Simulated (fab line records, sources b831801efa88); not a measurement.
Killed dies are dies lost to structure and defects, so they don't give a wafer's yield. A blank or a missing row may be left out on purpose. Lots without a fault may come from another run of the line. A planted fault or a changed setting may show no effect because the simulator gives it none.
Which tool did it? | flow sky130 | 14 lots, 42 wafers sampled, at 4 steps of a route of 708

WHAT THE GAUGES READ, wafer by wafer
SKY_CAPM_THK_MEAS_01. Usual: CAPM_CVD_00_THK 15.49 nm, standard deviation 0.3.
lot  | measured     | on            | CAPM_CVD_00_THK (nm) | flag
L402 | day 36 11:23 | film_metro-02 | 15.66 15.52 16.14    |
L403 | day 36 21:03 | film_metro-04 | 15.19 15.19 15.63    |
L404 | day 37 01:53 | film_metro-02 | 15.67 15.32 15.36    |
L405 | day 37 10:04 | film_metro-02 | 15.34 15.67          |
L407 | day 37 19:20 | film_metro-02 | 15.49 15.60          |
L416 | day 40 17:46 | film_metro-02 | 15.15 15.57 15.64    |
L419 | day 41 09:52 | film_metro-04 | 15.63 15.58 15.76    |
L418 | day 41 10:46 | film_metro-04 | 14.89 15.42 15.36    |
L417 | day 41 11:45 | film_metro-04 | 15.14 15.75 15.23    |
L420 | day 42 12:49 | film_metro-04 | 15.75 15.48 15.92    |
L421 | day 42 15:02 | film_metro-04 | 15.46 14.84 15.09    |
L422 | day 42 15:32 | film_metro-02 | 15.45 16.08 15.48    |
L423 | day 42 16:01 | film_metro-04 | 15.68 15.85 15.85    |
L425 | day 42 21:47 | film_metro-04 | 15.55 15.75 15.70    |

WHICH TOOL RAN EACH LOT (tool, then ch and the chambers of the sampled wafers, then the start)
lot  | SKY_METAL2_SPUTTER_01        | SKY_METAL2_SPUTTER_04        | SKY_VIA2_CMP_24
L402 | pvd_sputter-03, day 34 03:26 | pvd_sputter-03, day 34 03:30 | cmp-01 ch 0,2,3, day 36 10:53
L403 | pvd_sputter-03, day 34 12:32 | pvd_sputter-03, day 34 12:36 | cmp-02 ch 0,2, day 36 20:37
L404 | pvd_sputter-03, day 34 16:47 | pvd_sputter-03, day 34 16:51 | cmp-01 ch 0,1, day 37 01:27
L405 | pvd_sputter-04, day 35 01:40 | pvd_sputter-04, day 35 01:44 | cmp-01 ch 0,1, day 37 09:35
L407 | pvd_sputter-02, day 35 10:26 | pvd_sputter-02, day 35 10:31 | cmp-01 ch 1,2,3, day 37 18:51
L416 | pvd_sputter-04, day 38 11:22 | pvd_sputter-04, day 38 11:26 | cmp-02 ch 0,3, day 40 17:19
L419 | pvd_sputter-02, day 39 05:43 | pvd_sputter-02, day 39 05:47 | cmp-01 ch 0,1,3, day 41 09:29
L418 | pvd_sputter-03, day 39 05:59 | pvd_sputter-03, day 39 06:04 | cmp-02 ch 0,1, day 41 10:17
L417 | pvd_sputter-04, day 39 07:13 | pvd_sputter-04, day 39 07:17 | cmp-02 ch 1,2,3, day 41 11:16
L420 | pvd_sputter-02, day 40 09:57 | pvd_sputter-02, day 40 10:01 | cmp-01 ch 1,2, day 42 12:21
L421 | pvd_sputter-04, day 40 11:23 | pvd_sputter-04, day 40 11:27 | cmp-01 ch 0,1,3, day 42 14:34
L422 | pvd_sputter-03, day 40 12:19 | pvd_sputter-03, day 40 12:23 | cmp-02 ch 0,1,2, day 42 15:02
L423 | pvd_sputter-04, day 40 12:50 | pvd_sputter-04, day 40 12:54 | cmp-01 ch 0,1, day 42 15:33
L425 | pvd_sputter-04, day 40 19:37 | pvd_sputter-04, day 40 19:41 | cmp-01 ch 0,2,3, day 42 21:26
- SKY_METAL2_SPUTTER_01: material TiN, target thk 20 nm, time 16.7 s.
- SKY_METAL2_SPUTTER_04: material TiN, target thk 70 nm, time 58.3 s.
- SKY_VIA2_CMP_24: polishes, stops on SiO2, t overpolish 20 s, target thk 0 nm.

WHAT THE TOOLS THEMSELVES READ (means of the sampled wafers that have a number; where no wafer has one, the mark that the record gives instead)
SKY_METAL2_SPUTTER_01. Usual: throttle_valve_pct 30.3 %, standard deviation 1.1.
lot  | tool           | throttle_valve_pct (%) | flag
L402 | pvd_sputter-03 | 31.1                   |
L403 | pvd_sputter-03 | 30.8                   |
L404 | pvd_sputter-03 | 30.8                   |
L405 | pvd_sputter-04 | 30.4                   |
L407 | pvd_sputter-02 | 29.5                   |
L416 | pvd_sputter-04 | 29.1                   |
L419 | pvd_sputter-02 | 28.9                   |
L418 | pvd_sputter-03 | 31.0                   |
L417 | pvd_sputter-04 | 30.5                   |
L420 | pvd_sputter-02 | 30.0                   |
L421 | pvd_sputter-04 | 29.7                   |
L422 | pvd_sputter-03 | 30.2                   |
L423 | pvd_sputter-04 | 29.8                   |
L425 | pvd_sputter-04 | 29.7                   |

SKY_METAL2_SPUTTER_04. Usual: throttle_valve_pct 30.3 %, standard deviation 1.1.
lot  | tool           | throttle_valve_pct (%) | flag
L402 | pvd_sputter-03 | 31.2                   |
L403 | pvd_sputter-03 | 30.9                   |
L404 | pvd_sputter-03 | 30.9                   |
L405 | pvd_sputter-04 | 30.5                   |
L407 | pvd_sputter-02 | 29.5                   |
L416 | pvd_sputter-04 | 29.1                   |
L419 | pvd_sputter-02 | 28.8                   |
L418 | pvd_sputter-03 | 31.3                   |
L417 | pvd_sputter-04 | 30.4                   |
L420 | pvd_sputter-02 | 30.0                   |
L421 | pvd_sputter-04 | 29.7                   |
L422 | pvd_sputter-03 | 30.3                   |
L423 | pvd_sputter-04 | 29.7                   |
L425 | pvd_sputter-04 | 29.6                   |

SKY_VIA2_CMP_24. Usual: motor_current_A 11.3 A, standard deviation 1.2; overpolish_run_s 20.000 s, standard deviation 0.009; time_to_endpoint_s 103 s, standard deviation 4.1.
lot  | tool   | motor_current_A (A) | overpolish_run_s (s) | time_to_endpoint_s (s) | flag
L402 | cmp-01 | 11.8                | 19.997               | 104                    |
L403 | cmp-02 | 10.1                | 19.993               | 105                    |
L404 | cmp-01 | 11.2                | 20.005               | 99                     |
L405 | cmp-01 | 10.9                | 13.347               | 120                    | OFF
L407 | cmp-01 | 11.4                | 13.343               | 121                    | OFF
L416 | cmp-02 | 10.1                | 19.994               | 105                    |
L419 | cmp-01 | 12.0                | 20.003               | 102                    |
L418 | cmp-02 | 10.8                | 20.001               | 97                     |
L417 | cmp-02 | 11.4                | 19.996               | 105                    |
L420 | cmp-01 | 10.9                | 20.008               | 103                    |
L421 | cmp-01 | 12.0                | 20.002               | 97                     |
L422 | cmp-02 | 10.6                | 20.000               | 105                    |
L423 | cmp-01 | 11.3                | 19.999               | 104                    |
L425 | cmp-01 | 12.1                | 20.003               | 106                    |

THE ANSWER, worked out from the rows above alone
Rule: a lot is off if the mean of its wafers that have a number lies more than 3 standard deviations from the usual mean. A lot without any number at a reading at which 4 lots or more have one is off too. The other lots that the step has rows for count as sound. The gauges are gone through in route order, then the tools' own readings, and for those a lot's mean is taken as printed above. The first step at which some lot is off is used, and at that step the reading that is off furthest; a lot without a number counts as furthest.
Off: L405, L407, at SKY_VIA2_CMP_24 (overpolish_run_s).
A tool fits if, at that step or a process step before it, it ran every lot that is off, and no sound lot after the first of them. None of those tried fits.

WHAT THE SIMULATOR HAD PUT IN
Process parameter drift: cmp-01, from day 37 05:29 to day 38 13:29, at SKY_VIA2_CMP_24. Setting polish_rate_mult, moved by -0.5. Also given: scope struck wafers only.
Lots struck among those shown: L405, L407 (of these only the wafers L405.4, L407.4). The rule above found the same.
